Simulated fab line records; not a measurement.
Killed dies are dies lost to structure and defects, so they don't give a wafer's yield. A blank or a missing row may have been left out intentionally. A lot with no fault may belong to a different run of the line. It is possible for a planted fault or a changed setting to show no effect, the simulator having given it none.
Lot-split experiment -- flow gf180mcu -- 27 wafers read across 5 lots, on a route 602 steps long

== THE SPLIT ==
At GF_STI_ETCH_14 (etches Si in HBr/Cl2/O2, target depth 360 nm, time 102.9 s), the setting time s was moved away from the recipe's 102.9 s on 9 of the 27 wafers read, by -51.4% to +51.4%. For the rest of the wafers, this setting stayed at what the recipe calls for.

The file shows no step between the split and the reading.

== THE READING ==
oes product au, in a.u., at GF_STI_STRIP_15 (strips in O2/N2). A value of 0.379 a.u. with a standard deviation of 0.0044 a.u. is what fault-free wafers of this fab line usually give.

wafer,"tool, chamber at the split","time s as run, s",against the recipe,"oes product au, a.u.",against lot-mates on the recipe
L075.1,"rie si-01, 3",102.9,recipe,0.377,-
L075.2,"rie si-01, 2",155.3,+50.9%,0.354,-0.024
L075.3,"rie si-01, 1",102.9,recipe,0.382,-
L075.4,"rie si-01, 0",102.9,recipe,0.376,-
L075.5,"rie si-01, 3",155.3,+50.9%,0.345,-0.033
L075.6,"rie si-01, 0",155.3,+50.9%,0.347,-0.031
L076.1,"rie si-01, 2",49.98,-51.4%,0.404,+0.026
L076.2,"rie si-01, 0",102.9,recipe,0.377,-
L076.3,"rie si-01, 1",102.9,recipe,0.376,-
L076.4,"rie si-01, 3",49.98,-51.4%,0.411,+0.033
L076.5,"rie si-01, 3",49.98,-51.4%,0.405,+0.027
L076.6,"rie si-01, 2",102.9,recipe,0.381,-
L077.1,"rie si-02, 2",102.9,recipe,0.376,-
L077.2,"rie si-02, 1",102.9,recipe,0.374,-
L077.3,"rie si-02, 3",102.9,recipe,0.388,-
L077.4,"rie si-02, 0",102.9,recipe,0.379,-
L077.5,"rie si-02, 1",102.9,recipe,0.385,-
L077.6,"rie si-02, 2",102.9,recipe,0.374,-
L082.2,"rie si-02, 1",102.9,recipe,0.380,-
L082.3,"rie si-02, 2",102.9,recipe,0.386,-
L082.4,"rie si-02, 3",102.9,recipe,0.380,-
L084.1,"rie si-01, 1",102.9,recipe,0.384,-
L084.2,"rie si-01, 2",102.9,recipe,0.381,-
L084.3,"rie si-01, 0",155.8,+51.4%,0.355,-0.026
L084.4,"rie si-01, 2",155.8,+51.4%,0.355,-0.026
L084.5,"rie si-01, 0",102.9,recipe,0.378,-
L084.6,"rie si-01, 1",155.8,+51.4%,0.360,-0.021

THE FIT
A straight line over all 27 wafers: oes product au changes by -0.000526 a.u. for each +1% of time s; r = -0.96; the points scatter about the line by 0.0044 a.u.
The same after taking each lot's own level away (the mean of its wafers on the recipe; 27 wafers): -0.000539 a.u. for each +1%; r = -0.97; scatter 0.004 a.u.
According to that fit, moving time s by its largest amount changes the reading by 0.028 a.u.
The lots' own levels span 0.3780 to 0.3820 a.u., that is 0.9 times the standard deviation above.
So the lot-to-lot level changes the slope little: the two slopes agree.
Check: +0.0284 a.u. against its lot-mates is what the line predicts for one of the wafers moved furthest among these (-51.4%) when that wafer is left out of the fit. It came out at +0.026 a.u. against them.

== THE WHOLE CHAIN: every reading that the file lists as answering this split, in the file's order ==
step,what it does,reading,change (the file's fit),r (the file's)
GF_STI_ETCH_14,"etches Si in HBr/Cl2/O2, target depth 360 nm, time 102.9 s","STI.feature depth nm (the simulator's own value, which no gauge read)",+3.6 nm for each +1% of the setting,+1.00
GF_STI_ETCH_14,"etches Si in HBr/Cl2/O2, target depth 360 nm, time 102.9 s","KrF_of_STI_COAT_07.thk nm (the simulator's own value, which no gauge read)",-1.17 nm for each +1% of the setting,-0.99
GF_STI_STRIP_15,strips in O2/N2,oes product au,-0.000542 a.u. for each +1% of the setting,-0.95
GF_STI_STRIP_15,strips in O2/N2,strip time to endpoint s,withheld for each +1% of the setting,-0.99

== FILE'S OWN FIT ==
oes product au changes by -0.000542 a.u. for each +1% of time s, r = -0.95.
